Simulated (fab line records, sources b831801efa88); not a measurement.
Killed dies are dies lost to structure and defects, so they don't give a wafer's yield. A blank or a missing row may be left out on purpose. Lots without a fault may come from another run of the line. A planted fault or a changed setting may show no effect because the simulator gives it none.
A struck lot beside a sound one | flow sky130 | 14 steps out of a route of 708
Sound: wafers L977.1, L977.2, L977.6. Struck: wafers L985.2, L985.3, L985.4. The cause comes at the end.
At each step with rows: each side's tool, then ch and its chambers, then its first start. Under that, the readings that differ: sound wafers | struck wafers | difference of the means | sigmas: that difference in standard deviations of wafers without a fault.
alike: readings whose means differ by less than 2 such deviations, and words and numbers that are the same on both sides. not compared: withheld readings, readings that some wafer has no value for, bounds like >300 that may hide the same value, and numbers for which the record gives no deviation and whose values overlap.
The two part at a step that has a row with sigmas, a row that says differs or no value, or rows on one side only. Numbers that don't overlap but have no deviation are shown without sigmas and don't part them. A reading that every wafer of one side lacks parts them only if that side has two wafers or more.

first, 7 steps without rows for these wafers: SKY_METAL2_HMDS_08 (prime time 60 s); SKY_METAL2_COAT_09 (resist thk 60 nm); SKY_METAL2_COAT_10 (resist thk 450 nm); SKY_METAL2_SOFTBAKE_11 (time 90 s); SKY_METAL2_EXPOSE_12 (exposes mask MM2, target cd 140 nm); SKY_METAL2_PEB_13; SKY_METAL2_DEVELOP_14 (develop time 60 s).
SKY_METAL2_CD_MEAS_15: target cd 140 nm.
  sound on cd_sem-02, day 39 22:48; struck on cd_sem-02, day 41 00:20
  alike: cd_nm
SKY_METAL2_OVL_MEAS_16:
  sound on overlay-01, day 39 22:55; struck on overlay-01, day 41 00:26
  alike: METAL2_OVL
SKY_METAL2_DESCUM_17: chemistry O2, time 8 s.
  sound on rie_metal-03 ch 1, day 39 22:57; struck on rie_metal-01 ch 0,1, day 41 00:28
  alike: drypump_motor_current_A, oes_product_au
  not compared: rf_hours_counter_h
SKY_METAL2_ETCH_18: etches BARC in N2/H2, stops on SiO2, time 45.9 s, target depth 60 nm.
  sound on rie_metal-03 ch 1, day 39 23:01; struck on rie_metal-01 ch 0,1, day 41 00:31
  alike: drypump_motor_current_A, oes_product_au, throttle_valve_pct
  not compared: rf_hours_counter_h
SKY_METAL2_METAL_ETCH_19: etches the open film in Cl2/BCl3, stops on SiO2, target depth 360 nm, time 78 s.
  sound on rie_metal-03 ch 1, day 39 23:08; struck on rie_metal-01 ch 0,1, day 41 00:34
  alike: drypump_motor_current_A, oes_product_au, throttle_valve_pct
  not compared: rf_hours_counter_h
SKY_METAL2_STRIP_20: strips in O2/N2.
  sound on plasma_asher-01 ch 0,1, day 39 23:19; struck on plasma_asher-01 ch 0,1, day 41 00:40
  no value came back on the struck wafers for chamber_pressure_mTorr (mTorr), drypump_motor_current_A (A), oes_product_au (a.u.), strip_time_to_endpoint_s (s); on the sound wafers chamber_pressure_mTorr (mTorr) reads 1499.9 1499.8 1500.9
  reading                                       | sound | struck            | difference | sigmas
  model.KrF-thick_of_METAL2_COAT_10.thk_nm (nm) | 0 0 0 | 152.1 151.2 162.1 | +155.1     |
  not compared: rf_hours_counter_h
then, 1 step without rows for these wafers: SKY_METAL2_STRIP_21 (strips in post etch residue remover, time 1200 s).

WHERE THEY PART
Only at SKY_METAL2_STRIP_20, within this record.

WHY: what the simulator had put in
Skipped step whole: plasma_asher-01, from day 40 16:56 on, at SKY_METAL2_STRIP_20. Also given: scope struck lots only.
